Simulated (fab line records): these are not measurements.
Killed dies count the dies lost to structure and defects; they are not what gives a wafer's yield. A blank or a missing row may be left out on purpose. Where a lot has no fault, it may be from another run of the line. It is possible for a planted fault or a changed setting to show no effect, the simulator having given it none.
Which tool is to blame? :: flow sky130 :: 6 lots, 18 wafers sampled, at 4 steps of a route of 708

== WHAT EACH GAUGE READ, for each wafer ==
SKY_VT_ADJUST_LVTN_TW_MEAS_10.
lot: L780
measured: day 7 03:40
on: filmMetro-02
VT_ADJUST_LVTN_TW: 238.2 237.6 238.9

lot: L790
measured: day 9 20:31
on: filmMetro-02
VT_ADJUST_LVTN_TW: 29.6 237.7 240.2

lot: L792
measured: day 10 08:43
on: filmMetro-02
VT_ADJUST_LVTN_TW: 29.7 238.1 29.7

lot: L795
measured: day 11 13:40
on: filmMetro-03
VT_ADJUST_LVTN_TW: 241.0 239.9 241.1

lot: L798
measured: day 12 03:58
on: filmMetro-03
VT_ADJUST_LVTN_TW: 240.1 241.6 241.7

lot: L801
measured: day 13 00:10
on: filmMetro-03
VT_ADJUST_LVTN_TW: 240.6 241.6 240.7

== EACH LOT AND THE TOOL THAT RAN IT (in order: tool; ch and the chambers of the sampled wafers; start) ==
lot: L780
SKY_VT_ADJUST_HVTP_STRIP_10: plasmaAsher-04 ch 0,1, day 6 09:17
SKY_VT_ADJUST_LVTN_DEVELOP_06: lithoTrack-03 ch 0, day 7 03:00
SKY_VT_ADJUST_LVTN_STRIP_09: plasmaAsher-02 ch 0,1, day 7 03:33

lot: L790
SKY_VT_ADJUST_HVTP_STRIP_10: plasmaAsher-03 ch 0,1, day 8 22:40
SKY_VT_ADJUST_LVTN_DEVELOP_06: lithoTrack-03 ch 0, day 9 20:00
SKY_VT_ADJUST_LVTN_STRIP_09: plasmaAsher-02 ch 0,1, day 9 20:24

lot: L792
SKY_VT_ADJUST_HVTP_STRIP_10: plasmaAsher-04 ch 0,1, day 9 10:43
SKY_VT_ADJUST_LVTN_DEVELOP_06: lithoTrack-03 ch 0, day 10 08:00
SKY_VT_ADJUST_LVTN_STRIP_09: plasmaAsher-01 ch 0,1, day 10 08:37

lot: L795
SKY_VT_ADJUST_HVTP_STRIP_10: plasmaAsher-04 ch 0,1, day 10 13:20
SKY_VT_ADJUST_LVTN_DEVELOP_06: lithoTrack-02 ch 0, day 11 13:00
SKY_VT_ADJUST_LVTN_STRIP_09: plasmaAsher-01 ch 0,1, day 11 13:34

lot: L798
SKY_VT_ADJUST_HVTP_STRIP_10: plasmaAsher-01 ch 0,1, day 11 03:40
SKY_VT_ADJUST_LVTN_DEVELOP_06: lithoTrack-02 ch 0, day 12 03:00
SKY_VT_ADJUST_LVTN_STRIP_09: plasmaAsher-02 ch 0,1, day 12 03:52

lot: L801
SKY_VT_ADJUST_HVTP_STRIP_10: plasmaAsher-03 ch 0,1, day 11 23:38
SKY_VT_ADJUST_LVTN_DEVELOP_06: lithoTrack-01 ch 0, day 12 23:00
SKY_VT_ADJUST_LVTN_STRIP_09: plasmaAsher-02 ch 0,1, day 13 00:04
- SKY_VT_ADJUST_HVTP_STRIP_10: strips in O2/N2.
- SKY_VT_ADJUST_LVTN_DEVELOP_06: develop time 60 s.
- SKY_VT_ADJUST_LVTN_STRIP_09: strips in O2/N2.

== THE ANSWER, worked out from the rows above alone ==
Rule: usual is defined by the lots themselves. Put in order of their means at a reading, lots are off if they are a third of the lots or fewer, leave a main group of 4 or more, and stand apart from it by a gap of 3 or more times the standard deviation of the main group's means; of several such gaps the widest counts. Not used: any main group whose means are identical at the precision the tables above print for the reading. Also off: a lot with no number at a reading for which 4 or more lots have one. The other lots that the step has rows for count as sound.
Off: L790, L792, at SKY_VT_ADJUST_LVTN_TW_MEAS_10 (VT_ADJUST_LVTN_TW). For the main group the mean is 240.2 and the standard deviation 1.2.
A tool fits if, at a process step before that reading, it ran every lot that is off, and no sound lot after the first of them. Gauges at SKY_VT_ADJUST_LVTN_TW_MEAS_10: tried the same way as those tools. Undecided on this evidence; 2 tools fit (lithoTrack-03 at SKY_VT_ADJUST_LVTN_DEVELOP_06, filmMetro-02 at SKY_VT_ADJUST_LVTN_TW_MEAS_10).

== WHAT THE SIMULATOR HAD PUT IN ==
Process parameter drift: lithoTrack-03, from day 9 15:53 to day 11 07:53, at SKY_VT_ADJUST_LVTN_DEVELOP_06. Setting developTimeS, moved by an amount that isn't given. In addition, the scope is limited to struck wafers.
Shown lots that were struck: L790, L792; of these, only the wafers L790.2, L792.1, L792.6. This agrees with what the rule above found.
